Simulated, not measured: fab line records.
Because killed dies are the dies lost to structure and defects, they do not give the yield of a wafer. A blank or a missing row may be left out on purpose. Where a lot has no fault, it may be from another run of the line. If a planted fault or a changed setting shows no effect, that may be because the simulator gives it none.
Problem report, 8D (eight disciplines) form, completed by code :: flow gf180mcu :: the parts of the form that need people (team, actions taken, sign-off) are left out

1. PROBLEM STATEMENT
Mean of run length s at GF_POLY_GATE_ETCH_13: 103.1 s across 4 wafers in 3 lots; on wafers with no fault it is 98.0 s (standard deviation 0.35). That puts it +15 standard deviations away from the usual mean.
The step: etches poly-Si in HBr/Cl2, stops on SiO2, target depth 198.5 nm, time 69.6 s.
Seen first at day 11 11:07 on rie si-02, wafer L471.3. At this step, 41 wafers from 14 lots have a number in the record. The rule behind "out" and "out of limits": a value lying over 4 standard deviations away from the usual mean. Any other wafer with a number is counted as sound.

2. WHAT IT IS, WHAT IT ISN'T
question: which readings at this step
is: run length s, oes product au
is not: chamber pressure mTorr, drypump motor current A, throttle valve pct

question: which lots
is: L471, L472, L473
is not: L462, L463, L474, L476, L477, L479, L481, L482, L483, L484, L485

question: which wafers of those lots
is: L471.3, L471.6, L472.6, L473.3
is not: L472.1, L472.4, L473.4, L473.5

question: read on which tools
is: rie si-02
is not: rie si-01

question: when
is: from day 11 11:07
is not: up to then (6 sound wafers); but 31 sound wafers of L472, L473, L474, L476, L477, L479, L481, L482, L483, L484, L485 came after

3. THE SUSPECTS, EACH WITH WHAT RULES IT OUT
Counting: a tool at a process step up to the reading stays a suspect if it ran every lot that is out. Sound lots after the first of them don't rule it out here, since some wafers of a struck lot are sound.
- rie si-02 at GF_POLY_GATE_ETCH_13 (etches poly-Si in HBr/Cl2, stops on SiO2, target depth 198.5 nm, time 69.6 s): kept. Ran every lot that is out, first one L471 (day 11 11:07); last sound lot up to then L462 (day 8 23:41). Its own oes product au, run length s readings are out on those wafers.
Left after counting: rie si-02 at GF_POLY_GATE_ETCH_13.

4. THE CAUSE (what the simulator had put in)
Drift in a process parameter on rie si-02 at GF_POLY_GATE_ETCH_13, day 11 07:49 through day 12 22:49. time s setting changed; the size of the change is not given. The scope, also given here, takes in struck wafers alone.
After counting, this tool was the only one left.

5. SEQUENCE OF EFFECTS, ordered by route
One row per reading whose mean, taken over the struck wafers that have a number, lies over 3 standard deviations from the usual. Only readings for which the record gives a usual standard deviation are gone through. hours: the time from each lot's start at the first step in this table that gives one to its start at this step, as a median over the lots. sigmas: the change in usual standard deviations.
hours: 0
step: GF_POLY_GATE_ETCH_13
reading: oes product au
usual: 0.989 a.u.
on struck wafers: 0.951
change: -0.038
sigmas: -4.8

hours: 0
step: GF_POLY_GATE_ETCH_13
reading: run length s
usual: 98.0 s
on struck wafers: 103.1
change: +5.1
sigmas: +15
The process steps in it:
- GF_POLY_GATE_ETCH_13: etches poly-Si in HBr/Cl2, stops on SiO2, target depth 198.5 nm, time 69.6 s.
At these later measuring or inspecting steps, every struck wafer for which the step has a row has a number for every such reading, and none has moved that far: GF_POLY_GATE_CD_MEAS_18, GF_HV_LDD_CD_MEAS_07.

6. HOW IT WOULD HAVE BEEN CAUGHT EARLIER
In this record no reading fell out of limits until day 11 11:07, 3 hours after the fault had begun at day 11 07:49.
